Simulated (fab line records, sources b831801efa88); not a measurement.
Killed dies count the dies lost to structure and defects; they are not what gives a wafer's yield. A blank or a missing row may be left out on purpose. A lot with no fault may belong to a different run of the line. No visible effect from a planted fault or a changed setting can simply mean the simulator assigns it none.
The tool behind it: which one? || flow sky130 || 14 lots with 42 wafers sampled at 2 steps, on a route of 708 steps

WHAT THE GAUGES SHOWED, per wafer
SKY_SD_P_CD_MEAS_07: the cd target is 380 nm. Usual: 378.7 nm for cd nm, sd 2.4.
{"lot": "L169", "measured": "day 25 10:04", "on": "cd sem-01", "cd nm (nm)": "378.8 378.3 378.0", "flag": ""}
{"lot": "L171", "measured": "day 26 00:32", "on": "cd sem-01", "cd nm (nm)": "385.9 378.3 378.5", "flag": ""}
{"lot": "L170", "measured": "day 26 00:42", "on": "cd sem-01", "cd nm (nm)": "378.5 378.8 375.4", "flag": ""}
{"lot": "L173", "measured": "day 26 17:34", "on": "cd sem-01", "cd nm (nm)": "382.8 377.5 382.1", "flag": ""}
{"lot": "L174", "measured": "day 27 15:42", "on": "cd sem-02", "cd nm (nm)": "377.1 374.7 376.9", "flag": ""}
{"lot": "L176", "measured": "day 28 01:25", "on": "cd sem-02", "cd nm (nm)": "379.8 381.0 381.5", "flag": ""}
{"lot": "L177", "measured": "day 28 13:10", "on": "cd sem-02", "cd nm (nm)": "376.7 379.2 379.1", "flag": ""}
{"lot": "L178", "measured": "day 28 19:01", "on": "cd sem-02", "cd nm (nm)": "378.1 376.9 377.0", "flag": ""}
{"lot": "L179", "measured": "day 28 22:03", "on": "cd sem-01", "cd nm (nm)": "377.2 375.5 375.6", "flag": ""}
{"lot": "L180", "measured": "day 29 08:50", "on": "cd sem-02", "cd nm (nm)": "375.1 379.4 380.1", "flag": ""}
{"lot": "L182", "measured": "day 30 00:52", "on": "cd sem-01", "cd nm (nm)": "377.5 378.6 380.0", "flag": ""}
{"lot": "L185", "measured": "day 31 01:22", "on": "cd sem-02", "cd nm (nm)": "377.0 379.5 380.1", "flag": ""}
{"lot": "L186", "measured": "day 31 09:24", "on": "cd sem-02", "cd nm (nm)": "470.6 470.7 471.4", "flag": "OFF"}
{"lot": "L187", "measured": "day 31 14:33", "on": "cd sem-02", "cd nm (nm)": "473.6 475.1 474.3", "flag": "OFF"}

TOOL THAT RAN EACH LOT (tool first, then ch and the chambers of the sampled wafers, then the start)
{"lot": "L169", "SKY_SD_P_COAT_02": "litho track-01 ch 0, day 24 19:03"}
{"lot": "L171", "SKY_SD_P_COAT_02": "litho track-01 ch 0, day 25 09:52"}
{"lot": "L170", "SKY_SD_P_COAT_02": "litho track-03 ch 0, day 25 10:02"}
{"lot": "L173", "SKY_SD_P_COAT_02": "litho track-03 ch 0, day 26 03:03"}
{"lot": "L174", "SKY_SD_P_COAT_02": "litho track-04 ch 0, day 27 01:13"}
{"lot": "L176", "SKY_SD_P_COAT_02": "litho track-04 ch 0, day 27 10:55"}
{"lot": "L177", "SKY_SD_P_COAT_02": "litho track-01 ch 0, day 27 22:34"}
{"lot": "L178", "SKY_SD_P_COAT_02": "litho track-04 ch 0, day 28 04:30"}
{"lot": "L179", "SKY_SD_P_COAT_02": "litho track-01 ch 0, day 28 07:42"}
{"lot": "L180", "SKY_SD_P_COAT_02": "litho track-04 ch 0, day 28 18:28"}
{"lot": "L182", "SKY_SD_P_COAT_02": "litho track-01 ch 0, day 29 11:07"}
{"lot": "L185", "SKY_SD_P_COAT_02": "litho track-04 ch 0, day 30 10:54"}
{"lot": "L186", "SKY_SD_P_COAT_02": "litho track-01 ch 0, day 30 19:25"}
{"lot": "L187", "SKY_SD_P_COAT_02": "litho track-01 ch 0, day 31 00:28"}
- SKY_SD_P_COAT_02: resist thk 1140 nm.

WHAT THE TOOLS THEMSELVES READ (means of the sampled wafers that have a number; where no wafer has one, the mark that the record gives instead)
The record holds no such reading with a usual standard deviation.

THE ANSWER, worked out from the rows above alone
Rule: a lot counts as off when the mean over its wafers that have a number is more than 3 standard deviations away from the usual mean. A lot without any number at a reading at which 4 lots or more have one is off too. Any other lot the step has rows for is counted as sound. After the gauges, taken in route order, come the tools' own readings; for these a lot's mean is taken, as printed above. At the first step where some lot is off, the reading lying furthest off is the one used; lots without a number count as furthest.
Off, at SKY_SD_P_CD_MEAS_07 on cd nm: L186, L187.
If a tool, at a process step before that reading, ran all the lots that are off and no sound lot after the first of them, it fits. The gauges at SKY_SD_P_CD_MEAS_07 are tried like those tools. 2 tools fit, litho track-01 at SKY_SD_P_COAT_02 and cd sem-02 at SKY_SD_P_CD_MEAS_07, so this cannot tell which one it is.

WHAT THE SIMULATOR PUT IN
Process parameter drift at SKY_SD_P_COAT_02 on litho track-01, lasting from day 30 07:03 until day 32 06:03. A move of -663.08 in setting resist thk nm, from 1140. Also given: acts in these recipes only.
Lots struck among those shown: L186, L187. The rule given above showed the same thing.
